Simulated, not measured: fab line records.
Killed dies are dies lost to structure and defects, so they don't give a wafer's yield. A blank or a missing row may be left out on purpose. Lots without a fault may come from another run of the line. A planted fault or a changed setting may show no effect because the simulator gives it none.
Which of the tools did it? | flow sky130 | Sampling: 16 lots, 48 wafers, 4 of 708 route steps

== WHAT THE GAUGES READ, wafer by wafer ==
SKY_METAL2_RS_MEAS_05: the measuring method here is four-point-probe.
lot  | measured     | on            | METAL2_ALCU_RS (ohm/sq)
L602 | day 34 22:31 | film metro-01 | 0.1286 0.1286 0.1276
L603 | day 35 17:53 | film metro-01 | 0.1231 0.1253 0.1253
L604 | day 36 18:22 | film metro-04 | 0.1268 0.1256 0.1268
L606 | day 37 01:50 | film metro-04 | 0.1282 0.1293 0.1316
L605 | day 37 02:48 | film metro-03 | 0.1263 0.1258 0.1264
L607 | day 37 17:15 | film metro-03 | 0.1268 0.1266 0.1253
L608 | day 37 19:13 | film metro-03 | 0.1251 0.1229 0.1246
L609 | day 37 20:12 | film metro-03 | 0.1284 0.1291 0.1287
L610 | day 37 22:11 | film metro-01 | 0.1268 0.1262 0.1253
L615 | day 39 05:18 | film metro-01 | 0.1259 0.1272 0.1249
L614 | day 39 10:26 | film metro-04 | 0.1244 0.1269 0.1263
L616 | day 39 19:47 | film metro-01 | 0.1259 0.1248 0.1258
L617 | day 39 22:12 | film metro-01 | 0.1245 0.1257 0.1260
L618 | day 40 01:42 | film metro-01 | 0.1259 0.1233 0.1240
L619 | day 40 03:09 | film metro-04 | 0.1263 0.1276 0.1266
L620 | day 40 07:27 | film metro-01 | 0.1264 0.1259 0.1273

SKY_VIA2_CD_MEAS_12: target cd 200 nm.
lot  | measured     | on        | cd nm (nm)
L602 | day 37 03:42 | cd sem-01 | 200.5 200.6 200.9
L603 | day 37 23:35 | cd sem-02 | 201.2 201.1 201.0
L604 | day 38 23:10 | cd sem-02 | 201.5 200.8 200.5
L606 | day 39 05:23 | cd sem-02 | 200.5 198.8 198.0
L605 | day 39 07:58 | cd sem-02 | 199.6 200.9 201.6
L607 | day 39 21:52 | cd sem-02 | 201.6 201.0 200.6
L608 | day 40 00:24 | cd sem-02 | 199.9 199.9 201.4
L609 | day 40 02:13 | cd sem-01 | 200.7 200.9 200.3
L610 | day 40 03:57 | cd sem-01 | 198.5 199.5 196.4
L615 | day 41 08:08 | cd sem-01 | 197.6 198.5 199.6
L614 | day 41 13:31 | cd sem-02 | 198.7 198.8 198.9
L616 | day 41 21:44 | cd sem-02 | 220.3 220.5 219.9
L617 | day 42 00:05 | cd sem-02 | 220.6 219.7 221.2
L618 | day 42 03:27 | cd sem-01 | 220.3 221.5 221.8
L619 | day 42 04:20 | cd sem-01 | 221.5 223.1 220.7
L620 | day 42 08:14 | cd sem-02 | 199.9 199.6 198.6

== WHAT TOOL EACH LOT RAN ON (gives the tool, then ch and the chambers of the sampled wafers, and finally the start) ==
lot  | SKY_METAL2_ETCH_18                | SKY_VIA2_EXPOSE_09
L602 | rie metal-01 ch 0, day 36 00:25   | krf scanner-01 ch 0, day 36 15:26
L603 | rie metal-03 ch 0,1, day 36 21:55 | krf scanner-02 ch 0, day 37 13:19
L604 | rie metal-03 ch 0,1, day 37 19:34 | krf scanner-02 ch 0, day 38 11:09
L606 | rie metal-03 ch 0,1, day 38 01:58 | krf scanner-02 ch 0, day 38 17:23
L605 | rie metal-01 ch 0, day 38 04:19   | krf scanner-01 ch 0, day 38 19:26
L607 | rie metal-01 ch 0,1, day 38 18:50 | krf scanner-01 ch 0, day 39 09:01
L608 | rie metal-03 ch 1, day 38 21:16   | krf scanner-02 ch 0, day 39 12:20
L609 | rie metal-01 ch 0,1, day 38 22:01 | krf scanner-01 ch 0, day 39 14:29
L610 | rie metal-02 ch 0, day 39 00:37   | krf scanner-01 ch 0, day 39 16:32
L615 | rie metal-03 ch 0,1, day 40 07:01 | krf scanner-01 ch 0, day 40 21:26
L614 | rie metal-02 ch 0, day 40 12:20   | krf scanner-01 ch 0, day 41 01:43
L616 | rie metal-03 ch 0,1, day 40 20:46 | krf scanner-01 ch 0, day 41 09:32
L617 | rie metal-03 ch 0,1, day 40 23:04 | krf scanner-01 ch 0, day 41 11:59
L618 | rie metal-02 ch 0, day 41 01:34   | krf scanner-01 ch 0, day 41 15:54
L619 | rie metal-03 ch 0,1, day 41 03:16 | krf scanner-01 ch 0, day 41 17:23
L620 | rie metal-01 ch 0,1, day 41 07:58 | krf scanner-02 ch 0, day 41 22:12
- SKY_METAL2_ETCH_18: etches BARC in N2/H2, stops on SiO2, time 45.9 s, target depth 60 nm.
- SKY_VIA2_EXPOSE_09: exposes mask VIM2, target cd 200 nm.

== WHAT THE TOOLS THEMSELVES READ (means of the sampled wafers that have a number; where no wafer has one, the mark that the record gives instead) ==
SKY_METAL2_ETCH_18.
lot  | tool         | drypump motor current A (A) | oes product au (a.u.) | throttle valve pct (%)
L602 | rie metal-01 | 6.5                         | 0.858                 | 13.233
L603 | rie metal-03 | 5.3                         | 0.853                 | 13.220
L604 | rie metal-03 | 5.1                         | 0.854                 | 13.231
L606 | rie metal-03 | 5.1                         | 0.852                 | 13.220
L605 | rie metal-01 | 6.5                         | 0.859                 | 13.225
L607 | rie metal-01 | 5.9                         | 0.846                 | 13.230
L608 | rie metal-03 | 5.5                         | 0.855                 | 13.228
L609 | rie metal-01 | 6.2                         | 0.862                 | 13.227
L610 | rie metal-02 | 4.7                         | 0.851                 | 13.229
L615 | rie metal-03 | 5.1                         | 0.859                 | 13.226
L614 | rie metal-02 | 4.7                         | 0.857                 | 13.231
L616 | rie metal-03 | 5.1                         | 0.855                 | 13.217
L617 | rie metal-03 | 5.1                         | 0.854                 | 13.220
L618 | rie metal-02 | 4.8                         | 0.850                 | 13.223
L619 | rie metal-03 | 5.3                         | 0.852                 | 13.223
L620 | rie metal-01 | 5.9                         | 0.853                 | 13.219

SKY_VIA2_EXPOSE_09.
lot  | tool           | exposure dose mJ cm2
L602 | krf scanner-01 | 37.95
L603 | krf scanner-02 | 37.98
L604 | krf scanner-02 | 38.00
L606 | krf scanner-02 | 38.05
L605 | krf scanner-01 | 38.03
L607 | krf scanner-01 | 38.01
L608 | krf scanner-02 | 37.98
L609 | krf scanner-01 | 37.98
L610 | krf scanner-01 | 37.99
L615 | krf scanner-01 | 38.02
L614 | krf scanner-01 | 38.02
L616 | krf scanner-01 | 42.61
L617 | krf scanner-01 | 42.62
L618 | krf scanner-01 | 42.65
L619 | krf scanner-01 | 42.66
L620 | krf scanner-02 | 37.95

== THE ANSWER, worked out from the rows above alone ==
Rule: what is usual is taken from the lots themselves. The widest of any qualifying gaps counts: lots, ordered by their means at a reading, are off when they make up no more than a third of the lots, leave a main group of 4 or more, and stand apart from it by 3 or more times the standard deviation of that group's means. Not used: any main group whose means are identical at the precision the tables above print for the reading. A lot without any number at a reading at which 4 lots or more have one is off too. The other lots that the step has rows for count as sound. First the gauges in route order, then the tools' own readings, where a lot's mean is used as printed above. The first step at which some lot is off is used, and at that step the reading that is off furthest; a lot without a number counts as furthest.
Off at SKY_VIA2_CD_MEAS_12 (cd nm): L616, L617, L618, L619. The main group has a mean of 200.0 nm with a standard deviation of 1.
A tool fits if, at a process step before that reading, it ran every lot that is off, and no sound lot after the first of them. Not tried: the gauges at SKY_VIA2_CD_MEAS_12; whatever is off there is also off at SKY_VIA2_EXPOSE_09, on other tools, and gauge error can't account for it. One candidate fits, namely krf scanner-01 at SKY_VIA2_EXPOSE_09. Its last sound lot is L614 (day 41 01:43), its first lot that is off L616 (day 41 09:32): a fault that began between those two fits.
The tool's own readings at SKY_VIA2_EXPOSE_09 bear it out: on the lots that are off they differ by more than 5 times the standard deviation of the sound lots' means. exposure dose mJ cm2 reads 42.63 there against 38.00 on the sound lots.

== WHAT THE SIMULATOR PUT IN ==
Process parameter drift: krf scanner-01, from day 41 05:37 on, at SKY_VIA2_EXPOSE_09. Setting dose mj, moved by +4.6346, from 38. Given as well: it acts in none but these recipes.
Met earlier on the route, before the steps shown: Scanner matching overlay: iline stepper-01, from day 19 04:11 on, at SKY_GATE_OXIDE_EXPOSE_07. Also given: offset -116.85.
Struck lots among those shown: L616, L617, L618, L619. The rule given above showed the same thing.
